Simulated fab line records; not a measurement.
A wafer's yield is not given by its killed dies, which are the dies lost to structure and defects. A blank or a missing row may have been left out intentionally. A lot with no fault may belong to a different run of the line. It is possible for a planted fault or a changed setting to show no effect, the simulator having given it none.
Problem report, 8D (eight disciplines) form, completed by code	flow sky130	the parts of the form that need people (team, actions taken, sign-off) are left out

## 1. PROBLEM STATEMENT
Wafers without a fault read 12.814 s, standard deviation 0.03; strip_time_to_endpoint_s at SKY_VIA4_STRIP_13 reads a mean of 11.460 s on 6 wafers belonging to 2 lots. Relative to the usual mean, that is a shift of -45 standard deviations.
The step: strips in O2/N2.
Seen first at day 47 18:34 on plasma_asher-02, wafer L868.1. The record has a number at this step for 33 wafers belonging to 11 lots. Rule for "out", or "out of limits": more than 4 standard deviations from the usual mean. Any other wafer with a number is counted as sound.

## 2. WHAT IT IS, AND WHAT IT ISN'T
question	is	is not
which readings at this step	strip_time_to_endpoint_s	drypump_motor_current_A
which lots	L868, L869	L851, L852, L853, L854, L855, L858, L860, L864, L871
which wafers of those lots	all that have a number	-
read on which tools	plasma_asher-02, plasma_asher-04	plasma_asher-01
when	from day 47 18:34	up to then (24 sound wafers); but 3 sound wafers of L871 came after

## 3. WHAT RULES OUT EACH SUSPECT
Counting: any tool at a process step up to the reading is kept as a suspect provided that every lot that is out went through it and no sound lot did after the first of them.
- litho_track-02 at SKY_VIA4_COAT_06 (resist thk 1140 nm): kept. Every lot that is out went through it, starting with L868 (day 47 08:38), and after that it ran no sound lot; the last sound lot it ran before then is L855 (day 43 13:01).
The count leaves litho_track-02 at SKY_VIA4_COAT_06.

## 4. THE CAUSE (what the simulator had put in)
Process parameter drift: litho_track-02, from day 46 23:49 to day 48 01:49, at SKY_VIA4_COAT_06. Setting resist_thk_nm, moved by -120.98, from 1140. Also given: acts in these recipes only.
This tool alone remained once counting was done.

## 5. THE EFFECT CHAIN, in route order
Rows list readings where the struck wafers' mean (over those with a number) sits beyond 3 standard deviations from the usual. Only readings for which the record gives a usual standard deviation are gone through. hours: the time from each lot's start at the first step in this table that gives one to its start at this step, as a median over the lots. sigmas: the change in usual standard deviations.
hours	step	reading	usual	on struck wafers	change	sigmas
0	SKY_VIA4_STRIP_13	strip_time_to_endpoint_s	12.814 s	11.460	-1.354	-45
The process steps in it:
- SKY_VIA4_STRIP_13: strips in O2/N2.

## 6. WHAT WOULD HAVE CAUGHT IT SOONER
The fault began at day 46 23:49; the first out-of-limits reading in this record came at day 47 18:34, 19 hours later.
All the lots that are out (2) had begun SKY_VIA4_COAT_06 on litho_track-02 by day 47 18:34. None of them would have been spared by holding the tool at that moment.
